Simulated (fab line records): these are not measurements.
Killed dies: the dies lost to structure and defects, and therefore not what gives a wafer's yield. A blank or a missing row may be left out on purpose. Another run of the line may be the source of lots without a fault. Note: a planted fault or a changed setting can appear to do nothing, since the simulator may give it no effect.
One fault seen from 2 desks ; flow gf180mcu ; each desk has only its own numbers; what lay behind them comes last

## TOOL OWNER'S DESK, lpcvd-02
The tool's own readings at GF_HV_LDD_CVD_54 (deposits SiO2 from TEOS, target thk 10 nm, time 75 s): means of the sampled wafers that have a number, for each lot that ran on this tool. The brackets show how far a lot's mean lies from the usual mean; more than 4 standard deviations puts the lot out of limits, marked OUT.
Columns: A = spike tc bottom C at GF_HV_LDD_CVD_54, usual 700.1 C; B = spike tc centre C at GF_HV_LDD_CVD_54, usual 680.8 C; C = spike tc lower C at GF_HV_LDD_CVD_54, usual 679.6 C; D = spike tc top C at GF_HV_LDD_CVD_54, usual 697.2 C; E = spike tc upper C at GF_HV_LDD_CVD_54, usual 679.7 C; F = susceptor temp C at GF_HV_LDD_CVD_54, usual 679.9 C; G = zone power centre pct at GF_HV_LDD_CVD_54, usual 10.55 %
lot;first seen here;A;B;C;D;E;F;G
L363;day 13 04:02;698.5;680.8;679.0;696.6;680.2;679.9;10.65
L368;day 14 21:34;726.5 (+14) OUT;709.3 (+29) OUT;708.8 (+27) OUT;725.1 (+13) OUT;709.2 (+27) OUT;708.4 (+89) OUT;11.46 (+7.6) OUT
L369;day 15 03:12;725.2 (+13) OUT;709.8 (+29) OUT;707.0 (+25) OUT;726.1 (+14) OUT;707.5 (+25) OUT;708.2 (+89) OUT;11.51 (+8.0) OUT
L370;day 15 16:11;726.8 (+14) OUT;708.8 (+28) OUT;707.2 (+25) OUT;725.2 (+13) OUT;709.0 (+27) OUT;708.4 (+89) OUT;11.45 (+7.5) OUT
L380;day 18 16:05;699.2;681.2;679.6;692.7;678.9;679.7;10.35
L383;day 19 12:12;700.9;681.5;678.6;692.5;678.7;679.8;10.46
This desk's verdict: out of limits on L368, L369, L370, starting with L368 at day 14 21:34 (spike tc bottom C at GF_HV_LDD_CVD_54). In limits: L363, L380, L383.

## THE METROLOGY DESK
Means of the sampled wafers that have a number, per lot and without regard to the tool the lot ran on: this is what the gauges read. The brackets show how far a lot's mean lies from the usual mean; more than 4 standard deviations puts the lot out of limits, marked OUT.
Columns: A = DUAL_GATE_OVL at GF_DUAL_GATE_OVL_MEAS_11, usual 0.2 nm; B = HV_LDD_01_OVL at GF_HV_LDD_OVL_MEAS_20, usual 0.2 nm; C = HV_LDD_CVD_54_THK at GF_HV_LDD_THK_MEAS_55, usual 10.04 nm
lot;first seen here;A;B;C
L363;day 9 00:43;2.5;0.9;10.03
L368;day 10 09:19;-0.6;0.5;19.44 (+72) OUT
L369;day 10 18:39;-0.3;0.0;19.51 (+73) OUT
L370;day 11 00:09;1.5;-0.3;19.45 (+72) OUT
L371;day 11 08:13;0.7;2.4;10.16
L375;day 12 11:04;-1.4;-0.0;10.13
L376;day 12 17:45;0.7;1.2;9.95
L379;day 13 14:22;1.9;-2.3;10.13
L380;day 13 20:04;1.3;1.0;10.09
L381;day 14 07:16;2.5;-0.2;10.05
L382;day 14 12:12;-1.7;-0.5;9.99
L383;day 14 16:02;0.1;-0.2;10.35
L384;day 15 00:31;0.5;0.5;10.15
This desk finds L368, L369, L370 out of limits, with the earliest case on L368 at day 14 22:36 (HV_LDD_CVD_54_THK at GF_HV_LDD_THK_MEAS_55). In limits: L363, L371, L375, L376, L379, L380, L381, L382, L383, L384.

## PUT TOGETHER
An alarm could have come from the tool owner's desk at day 14 21:34, on L368, L369, L370.
At day 14 22:36 the metrology desk could have sounded an alarm, on L368, L369, L370.
Every lot named ran GF_HV_LDD_CVD_54 on lpcvd-02.

## WHAT THE SIMULATOR HAD PUT IN
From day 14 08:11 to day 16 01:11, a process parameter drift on lpcvd-02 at GF_HV_LDD_CVD_54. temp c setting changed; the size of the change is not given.
Shown lots that were struck: L368, L369, L370.
Time in hours from fault onset to the first out-of-limits reading at each desk: tool owner's desk 13, metrology desk 14.
